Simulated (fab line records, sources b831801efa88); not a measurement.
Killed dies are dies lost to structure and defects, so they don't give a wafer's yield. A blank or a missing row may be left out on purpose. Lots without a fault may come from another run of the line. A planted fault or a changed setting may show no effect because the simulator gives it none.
Which tool did it? | flow gf180mcu | 14 lots, 42 wafers sampled, at 4 steps of a route of 602

WHAT THE GAUGES READ, wafer by wafer
GF_V5_THK_MEAS_03. Usual: V5_CVD_02_THK 1454 nm, standard deviation 24.
lot  | measured     | on            | V5_CVD_02_THK (nm) | flag
L222 | day 27 04:14 | film_metro-02 | 1452 1472 1464     |
L223 | day 27 09:59 | film_metro-02 | 1422 1455 1439     |
L224 | day 27 18:18 | film_metro-04 | 1431 1421 1434     |
L225 | day 27 23:11 | film_metro-04 | 1460 1480 1468     |
L226 | day 28 12:21 | film_metro-01 | 1462 1485 1485     |
L228 | day 29 08:26 | film_metro-02 | 1477 1460 1427     |
L230 | day 29 15:25 | film_metro-01 | 1468 1460 1447     |
L231 | day 29 23:56 | film_metro-01 | 1505 1492 1491     |
L234 | day 30 19:37 | film_metro-04 | 1451 1424 1418     |
L235 | day 31 05:43 | film_metro-01 | 1454 1478 1502     |
L236 | day 31 07:16 | film_metro-04 | 1448 1475 1448     |
L237 | day 31 14:21 | film_metro-02 | 1415 1431 1443     |
L238 | day 31 18:44 | film_metro-02 | 1454 1470 1489     |
L240 | day 32 06:34 | film_metro-04 | 1449 1469 1449     |

GF_TOP_METAL_CD_MEAS_14: target cd 440 nm. Usual: cd_nm 440.4 nm, standard deviation 2.2.
lot  | measured     | on        | cd_nm (nm)        | flag
L222 | day 28 21:55 | cd_sem-02 | 441.5 442.2 441.6 |
L223 | day 29 03:41 | cd_sem-02 | 439.7 439.4 439.5 |
L224 | day 29 10:38 | cd_sem-01 | 438.6 439.2 437.7 |
L225 | day 29 16:01 | cd_sem-02 | 442.4 442.6 440.1 |
L226 | day 30 04:43 | cd_sem-01 | 438.2 439.6 438.3 |
L228 | day 31 00:31 | cd_sem-01 | 440.6 438.9 440.1 |
L230 | day 31 07:28 | cd_sem-01 | 438.8 439.8 441.1 |
L231 | day 31 14:32 | cd_sem-01 | 442.5 444.9 441.9 |
L234 | day 32 10:02 | cd_sem-02 | 441.2 440.6 442.4 |
L235 | day 32 17:11 | cd_sem-02 | 440.7 443.7 440.9 |
L236 | day 32 19:40 | cd_sem-02 | 438.5 437.8 441.5 |
L237 | day 33 03:34 | cd_sem-02 | 442.0 443.2 441.0 |
L238 | day 33 06:39 | cd_sem-02 | 438.9 435.5 438.5 |
L240 | day 33 17:26 | cd_sem-01 | 441.9 442.9 443.2 |

WHICH TOOL RAN EACH LOT (tool, then ch and the chambers of the sampled wafers, then the start)
lot  | GF_HV_LDD_STRIP_49                   | GF_MIM_SPUTTER_01
L222 | plasma_asher-02 ch 0,1, day 13 00:59 | pvd_sputter-02, day 25 08:04
L223 | plasma_asher-01 ch 0,1, day 13 03:20 | pvd_sputter-02, day 25 14:00
L224 | plasma_asher-04 ch 1, day 13 14:16   | pvd_sputter-04, day 25 22:44
L225 | plasma_asher-02 ch 0,1, day 13 19:43 | pvd_sputter-01, day 26 04:52
L226 | plasma_asher-01 ch 0,1, day 14 08:46 | pvd_sputter-02, day 26 17:34
L228 | plasma_asher-04 ch 0,1, day 15 07:40 | pvd_sputter-01, day 27 15:02
L230 | plasma_asher-04 ch 0,1, day 15 15:10 | pvd_sputter-02, day 27 23:00
L231 | plasma_asher-02 ch 0,1, day 15 23:22 | pvd_sputter-01, day 28 07:17
L234 | plasma_asher-04 ch 0,1, day 17 01:25 | pvd_sputter-02, day 29 05:29
L235 | plasma_asher-01 ch 0,1, day 17 10:38 | pvd_sputter-01, day 29 14:57
L236 | plasma_asher-01 ch 0,1, day 17 16:53 | pvd_sputter-02, day 29 16:08
L237 | plasma_asher-01 ch 0,1, day 18 02:34 | pvd_sputter-01, day 30 00:05
L238 | plasma_asher-01 ch 0,1, day 18 07:52 | pvd_sputter-04, day 30 04:53
L240 | plasma_asher-02 ch 0,1, day 19 01:04 | pvd_sputter-01, day 30 18:11
- GF_HV_LDD_STRIP_49: strips in O2/N2.
- GF_MIM_SPUTTER_01: material TiN, target thk 30 nm, time 25 s.

WHAT THE TOOLS THEMSELVES READ (means of the sampled wafers that have a number; where no wafer has one, the mark that the record gives instead)
GF_HV_LDD_STRIP_49. Usual: drypump_motor_current_A 5.51 A, standard deviation 0.28; heater_power_w 321 W, standard deviation 39; oes_product_au 0.716 a.u., standard deviation 0.0049; strip_time_to_endpoint_s 12.63 s, standard deviation 0.037.
lot  | tool            | drypump_motor_current_A (A) | heater_power_w (W) | oes_product_au (a.u.) | strip_time_to_endpoint_s (s) | flag
L222 | plasma_asher-02 | 5.52                        | 291                | 0.718                 | 12.62                        |
L223 | plasma_asher-01 | 5.81                        | 374                | 0.714                 | 12.63                        |
L224 | plasma_asher-04 | 4.85                        | 326                | 0.718                 | 12.62                        |
L225 | plasma_asher-02 | 5.51                        | 296                | 0.716                 | 12.62                        |
L226 | plasma_asher-01 | 5.65                        | 375                | 0.714                 | 12.59                        |
L228 | plasma_asher-04 | 5.23                        | 298                | 0.719                 | 12.61                        |
L230 | plasma_asher-04 | 5.06                        | 316                | 0.719                 | 12.58                        |
L231 | plasma_asher-02 | 5.53                        | 298                | 0.715                 | 12.67                        |
L234 | plasma_asher-04 | 5.04                        | 311                | 0.717                 | 12.62                        |
L235 | plasma_asher-01 | 5.82                        | 376                | 0.719                 | 12.57                        |
L236 | plasma_asher-01 | 5.80                        | 371                | 0.718                 | 12.67                        |
L237 | plasma_asher-01 | 5.82                        | 375                | 0.716                 | 12.63                        |
L238 | plasma_asher-01 | 5.82                        | 374                | 0.722                 | 12.59                        |
L240 | plasma_asher-02 | 5.54                        | 296                | 0.719                 | 12.65                        |

GF_MIM_SPUTTER_01. Usual: throttle_valve_pct 29.8 %, standard deviation 1.
lot  | tool           | throttle_valve_pct (%) | flag
L222 | pvd_sputter-02 | 29.7                   |
L223 | pvd_sputter-02 | 29.4                   |
L224 | pvd_sputter-04 | 30.2                   |
L225 | pvd_sputter-01 | 29.8                   |
L226 | pvd_sputter-02 | 29.6                   |
L228 | pvd_sputter-01 | 30.5                   |
L230 | pvd_sputter-02 | 29.6                   |
L231 | pvd_sputter-01 | 30.0                   |
L234 | pvd_sputter-02 | 29.7                   |
L235 | pvd_sputter-01 | 30.1                   |
L236 | pvd_sputter-02 | 29.2                   |
L237 | pvd_sputter-01 | 31.1                   |
L238 | pvd_sputter-04 | 30.1                   |
L240 | pvd_sputter-01 | 30.1                   |

THE ANSWER, worked out from the rows above alone
Rule: a lot is off if the mean of its wafers that have a number lies more than 3 standard deviations from the usual mean. A lot without any number at a reading at which 4 lots or more have one is off too. The other lots that the step has rows for count as sound. The gauges are gone through in route order, then the tools' own readings, and for those a lot's mean is taken as printed above. The first step at which some lot is off is used, and at that step the reading that is off furthest; a lot without a number counts as furthest.
No lot is off at any reading shown: from this, nothing can be told.

WHAT THE SIMULATOR HAD PUT IN
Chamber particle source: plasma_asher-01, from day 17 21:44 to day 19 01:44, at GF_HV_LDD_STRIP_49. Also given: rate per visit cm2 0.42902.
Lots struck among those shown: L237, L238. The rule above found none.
